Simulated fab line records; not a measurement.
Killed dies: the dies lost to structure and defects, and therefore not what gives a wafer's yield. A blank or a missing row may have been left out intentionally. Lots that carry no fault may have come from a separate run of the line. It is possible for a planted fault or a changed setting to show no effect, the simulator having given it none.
Which tool is to blame? + flow gf180mcu + 13 lots, 39 wafers sampled, at 5 steps of a route of 602

## WHAT EACH GAUGE READ, for each wafer
GF_VT_IMPLANT_RS_MEAS_48: measures by four-point-probe.
| lot  | measured     | on            | LVPWELL_RS (ohm/sq) |
|------|--------------|---------------|---------------------|
| L905 | day 7 14:40  | film_metro-02 | 1202 1198 1202      |
| L906 | day 7 22:01  | film_metro-03 | 1198 1197 1200      |
| L907 | day 8 05:32  | film_metro-02 | 1196 1197 1194      |
| L908 | day 8 13:48  | film_metro-01 | 1242 1241 1244      |
| L909 | day 8 16:47  | film_metro-02 | 1244 1246 1246      |
| L910 | day 9 03:07  | film_metro-01 | 1245 1244 1243      |
| L917 | day 10 23:02 | film_metro-01 | 1200 1204 1203      |
| L918 | day 11 03:52 | film_metro-03 | 1196 1193 1197      |
| L919 | day 11 11:25 | film_metro-01 | 1199 1194 1196      |
| L924 | day 13 00:53 | film_metro-02 | 1196 1198 1197      |
| L925 | day 13 06:20 | film_metro-02 | 1198 1198 1200      |
| L926 | day 13 12:46 | film_metro-02 | 1197 1201 1202      |
| L928 | day 14 05:14 | film_metro-03 | 1195 1200 1195      |

GF_HV_LDD_CD_MEAS_19: the cd target is 400 nm.
| lot  | measured     | on        | cd_nm (nm)        |
|------|--------------|-----------|-------------------|
| L905 | day 10 22:02 | cd_sem-02 | 398.9 398.2 397.3 |
| L906 | day 11 05:46 | cd_sem-02 | 401.9 401.7 401.5 |
| L907 | day 11 16:19 | cd_sem-01 | 401.8 401.9 398.9 |
| L908 | day 11 23:17 | cd_sem-02 | 398.3 399.7 399.0 |
| L909 | day 12 03:26 | cd_sem-02 | 399.1 398.3 399.3 |
| L910 | day 12 17:07 | cd_sem-01 | 397.6 399.5 398.0 |
| L917 | day 14 13:45 | cd_sem-01 | 400.7 401.7 401.7 |
| L918 | day 14 19:48 | cd_sem-01 | 401.7 404.1 404.3 |
| L919 | day 15 06:07 | cd_sem-01 | 398.4 399.1 398.4 |
| L924 | day 16 23:44 | cd_sem-02 | 396.4 399.1 393.3 |
| L925 | day 17 05:41 | cd_sem-02 | 400.1 401.5 396.8 |
| L926 | day 17 11:43 | cd_sem-01 | 400.2 400.8 402.5 |
| L928 | day 18 06:29 | cd_sem-02 | 393.4 391.5 394.7 |

## EACH LOT AND THE TOOL THAT RAN IT (in order: tool; ch and the chambers of the sampled wafers; start)
| lot  | GF_LVPWELL_IMPLANT_08          | GF_VT_IMPLANT_RTA_45             | GF_HV_LDD_STRIP_10                   |
|------|--------------------------------|----------------------------------|--------------------------------------|
| L905 | implanter-04 ch 0, day 3 21:44 | rtp_anneal-01 ch 0, day 7 14:19  | plasma_asher-01 ch 0,1, day 10 03:58 |
| L906 | implanter-03 ch 0, day 4 03:43 | rtp_anneal-02 ch 0, day 7 21:40  | plasma_asher-02 ch 0,1, day 10 11:49 |
| L907 | implanter-04 ch 0, day 4 10:08 | rtp_anneal-01 ch 0, day 8 05:11  | plasma_asher-04 ch 0,1, day 10 21:31 |
| L908 | implanter-04 ch 0, day 4 16:31 | rtp_anneal-01 ch 0, day 8 13:28  | plasma_asher-02 ch 0,1, day 11 04:53 |
| L909 | implanter-04 ch 0, day 4 20:38 | rtp_anneal-01 ch 0, day 8 16:26  | plasma_asher-01 ch 0,1, day 11 08:23 |
| L910 | implanter-04 ch 0, day 5 03:37 | rtp_anneal-01 ch 0, day 9 02:46  | plasma_asher-01 ch 0,1, day 11 21:52 |
| L917 | implanter-02 ch 0, day 6 15:53 | rtp_anneal-02 ch 0, day 10 22:42 | plasma_asher-01 ch 0,1, day 13 17:04 |
| L918 | implanter-02 ch 0, day 6 20:52 | rtp_anneal-02 ch 0, day 11 03:31 | plasma_asher-02 ch 0,1, day 13 22:21 |
| L919 | implanter-02 ch 0, day 7 01:55 | rtp_anneal-02 ch 0, day 11 11:04 | plasma_asher-02 ch 0,1, day 14 08:13 |
| L924 | implanter-02 ch 0, day 8 09:52 | rtp_anneal-01 ch 0, day 13 00:33 | plasma_asher-01 ch 0,1, day 16 01:34 |
| L925 | implanter-03 ch 0, day 8 14:08 | rtp_anneal-02 ch 0, day 13 05:59 | plasma_asher-04 ch 0,1, day 16 07:07 |
| L926 | implanter-04 ch 0, day 8 21:01 | rtp_anneal-01 ch 0, day 13 12:25 | plasma_asher-02 ch 0,1, day 16 12:55 |
| L928 | implanter-02 ch 0, day 9 10:29 | rtp_anneal-01 ch 0, day 14 04:53 | plasma_asher-01 ch 0,1, day 17 07:08 |
- GF_LVPWELL_IMPLANT_08
- GF_VT_IMPLANT_RTA_45: time 30 s.
- GF_HV_LDD_STRIP_10: strips in O2/N2.

## WHAT THE TOOLS THEMSELVES READ (means of the sampled wafers that have a number; where no wafer has one, the mark that the record gives instead)
GF_LVPWELL_IMPLANT_08.
| lot  | tool         | beam_energy_keV |
|------|--------------|-----------------|
| L905 | implanter-04 | 169.96          |
| L906 | implanter-03 | 169.97          |
| L907 | implanter-04 | 169.97          |
| L908 | implanter-04 | 140.75          |
| L909 | implanter-04 | 140.77          |
| L910 | implanter-04 | 140.83          |
| L917 | implanter-02 | 169.98          |
| L918 | implanter-02 | 169.97          |
| L919 | implanter-02 | 169.97          |
| L924 | implanter-02 | 170.06          |
| L925 | implanter-03 | 169.99          |
| L926 | implanter-04 | 170.07          |
| L928 | implanter-02 | 169.98          |

GF_VT_IMPLANT_RTA_45.
| lot  | tool          | lamp_power_pct (%) | wafer_temp_C_max |
|------|---------------|--------------------|------------------|
| L905 | rtp_anneal-01 | 35.6               | 1052.5           |
| L906 | rtp_anneal-02 | 36.7               | 1054.1           |
| L907 | rtp_anneal-01 | 35.6               | 1052.6           |
| L908 | rtp_anneal-01 | 35.6               | 1052.1           |
| L909 | rtp_anneal-01 | 35.6               | 1052.5           |
| L910 | rtp_anneal-01 | 35.6               | 1053.2           |
| L917 | rtp_anneal-02 | 36.7               | 1055.3           |
| L918 | rtp_anneal-02 | 36.6               | 1054.0           |
| L919 | rtp_anneal-02 | 36.7               | 1055.6           |
| L924 | rtp_anneal-01 | 35.6               | 1052.5           |
| L925 | rtp_anneal-02 | 36.6               | 1054.9           |
| L926 | rtp_anneal-01 | 35.6               | 1052.4           |
| L928 | rtp_anneal-01 | 35.6               | 1052.7           |

GF_HV_LDD_STRIP_10.
| lot  | tool            | drypump_motor_current_A (A) | heater_power_w (W) | oes_product_au (a.u.) | platen_temp_c (C) | strip_time_to_endpoint_s (s) |
|------|-----------------|-----------------------------|--------------------|-----------------------|-------------------|------------------------------|
| L905 | plasma_asher-01 | 5.8                         | 320                | 0.719                 | 250.17            | 12.64                        |
| L906 | plasma_asher-02 | 5.6                         | 291                | 0.719                 | 249.97            | 12.61                        |
| L907 | plasma_asher-04 | 6.2                         | 388                | 0.717                 | 250.11            | 12.59                        |
| L908 | plasma_asher-02 | 5.6                         | 294                | 0.719                 | 249.90            | 12.66                        |
| L909 | plasma_asher-01 | 6.1                         | 312                | 0.713                 | 250.00            | 12.63                        |
| L910 | plasma_asher-01 | 5.8                         | 311                | 0.717                 | 249.99            | 12.66                        |
| L917 | plasma_asher-01 | 6.1                         | 322                | 0.718                 | 250.08            | 12.67                        |
| L918 | plasma_asher-02 | 5.4                         | 302                | 0.716                 | 250.08            | 12.66                        |
| L919 | plasma_asher-02 | 5.5                         | 301                | 0.717                 | 249.85            | 12.67                        |
| L924 | plasma_asher-01 | 6.0                         | 319                | 0.718                 | 250.12            | 12.65                        |
| L925 | plasma_asher-04 | 6.2                         | 390                | 0.718                 | 250.07            | 12.63                        |
| L926 | plasma_asher-02 | 5.5                         | 299                | 0.713                 | 249.89            | 12.67                        |
| L928 | plasma_asher-01 | 6.1                         | 315                | 0.718                 | 249.98            | 12.57                        |

## THE ANSWER, worked out from the rows above alone
Rule: what is usual is taken from the lots themselves. Put in order of their means at a reading, lots are off if they are a third of the lots or fewer, leave a main group of 4 or more, and stand apart from it by a gap of 3 or more times the standard deviation of the main group's means; of several such gaps the widest counts. A main group is skipped when, at the precision printed for the reading in the tables above, its means are all equal. Also off: a lot with no number at a reading for which 4 or more lots have one. Where the step has rows for the other lots, those lots are counted as sound. Order of review: gauges by route order, followed by the tools' own readings, for which a lot's mean as printed above is used. At the first step where some lot is off, the reading lying furthest off is the one used; lots without a number count as furthest.
Off: at GF_VT_IMPLANT_RS_MEAS_48 (LVPWELL_RS), L908, L909, L910. For the main group the mean is 1198 ohm/sq and the standard deviation 2.2.
A tool fits if, at a process step before that reading, it ran every lot that is off, and no sound lot after the first of them. The gauges at GF_VT_IMPLANT_RS_MEAS_48 aren't tried: what is off there is off at GF_LVPWELL_IMPLANT_08 too, on other tools, and a gauge's error can't cause that. No candidate that was tried fits.

## WHAT HAD BEEN PUT IN BY THE SIMULATOR
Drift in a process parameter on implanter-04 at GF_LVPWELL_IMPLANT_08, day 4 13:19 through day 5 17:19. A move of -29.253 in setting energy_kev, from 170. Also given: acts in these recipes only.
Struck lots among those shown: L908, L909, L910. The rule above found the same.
